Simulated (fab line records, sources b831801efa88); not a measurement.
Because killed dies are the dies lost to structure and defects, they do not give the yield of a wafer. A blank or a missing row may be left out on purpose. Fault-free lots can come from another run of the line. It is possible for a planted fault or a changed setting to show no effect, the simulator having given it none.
Split-lot study | flow gf180mcu | on a route of 602 steps: 5 lots, 23 wafers read

== ON THE SPLIT ==
At GF_NWELL_EXPOSE_04 (exposes mask Nwell, target cd 860 nm), the setting dose mj was moved away from the recipe's 260 on 5 of the 23 wafers read, by -7.3% to +2.8%. The other wafers ran this setting at the recipe's value.

== FROM THE SPLIT TO THE READING: what the file shows between them, 1 step ==
- GF_NWELL_PEB_05

== THE READING ==
NWELL.cd nm (the simulator's own value, which no gauge read), in nm, at GF_NWELL_DEVELOP_06 (develop time 62.53 s). The file does not state a usual value for it. Average 857.0 nm, standard deviation 4.8 nm, over the 18 wafers here run with the recipe.

wafer  | tool, chamber at the split | dose mj as run | against the recipe | NWELL.cd nm, nm | against lot-mates on the recipe
L075.1 | iline stepper-02, 0        | 260            | recipe             | 861.2           | -
L075.4 | iline stepper-02, 0        | 260            | recipe             | 860.6           | -
L075.6 | iline stepper-02, 0        | 260            | recipe             | 861.8           | -
L077.1 | iline stepper-02, 0        | 260            | recipe             | 865             | -
L077.2 | iline stepper-02, 0        | 240.9          | -7.3%              | 845.6           | -19.7
L077.3 | iline stepper-02, 0        | 260            | recipe             | 866.5           | -
L077.5 | iline stepper-02, 0        | 260            | recipe             | 864.3           | -
L077.6 | iline stepper-02, 0        | 240.9          | -7.3%              | 841.9           | -23.4
L078.1 | iline stepper-02, 0        | 267.4          | +2.8%              | 863.9           | +9.6
L078.2 | iline stepper-02, 0        | 260            | recipe             | 855.4           | -
L078.3 | iline stepper-02, 0        | 267.4          | +2.8%              | 861.4           | +7.1
L078.4 | iline stepper-02, 0        | 267.4          | +2.8%              | 863.2           | +8.9
L078.6 | iline stepper-02, 0        | 260            | recipe             | 853.2           | -
L079.1 | iline stepper-02, 0        | 260            | recipe             | 854.4           | -
L079.2 | iline stepper-02, 0        | 260            | recipe             | 855.1           | -
L079.3 | iline stepper-02, 0        | 260            | recipe             | 854.3           | -
L079.4 | iline stepper-02, 0        | 260            | recipe             | 857.1           | -
L079.5 | iline stepper-02, 0        | 260            | recipe             | 855             | -
L083.2 | iline stepper-01, 0        | 260            | recipe             | 853.3           | -
L083.3 | iline stepper-01, 0        | 260            | recipe             | 854.1           | -
L083.4 | iline stepper-01, 0        | 260            | recipe             | 851.1           | -
L083.6 | iline stepper-01, 0        | 260            | recipe             | 851.1           | -
L083.5 | iline stepper-01, 0        | 260            | recipe             | 852.4           | -

FIT RESULTS
A straight line over all 23 wafers: NWELL.cd nm changes by +1.85 nm for each +1% of dose mj; r = +0.72; the points scatter about the line by 4.5 nm.
The same after taking each lot's own level away (the mean of its wafers on the recipe; 23 wafers): +2.94 nm for each +1%; r = +0.99; scatter 1.2 nm.
The reading moves by 22 nm for the largest change in dose mj, on that fit.
From 852.40 to 865.27 nm: that is the span of the lots' own levels, equal to 2.7 times the standard deviation above.
So the lot-to-lot level blurs the effect unless lot-mates are compared.
Check: for one of the wafers moved furthest among these (-7.3%), held out of the fit, the line's prediction against its lot-mates is -23 nm. It came out at -19.7 nm against them.

== FURTHER SPLITS ON THESE WAFERS ==
Note: prior to the reading, these wafers also went through further splits. Each is held against what the fit with the lots' levels taken away leaves over:
other split on the same wafers | wafers away from the commonest value | r with NWELL.cd nm (lot level and that fit taken away)
GF_STI_CVD_03 temp c           | 15                                   | +0.01
GF_STI_ETCH_13 bias w          | 8                                    | +0.16

== FILE'S OWN FIT ==
NWELL.cd nm changes by +2.94 nm for each +1% of dose mj, r = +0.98.
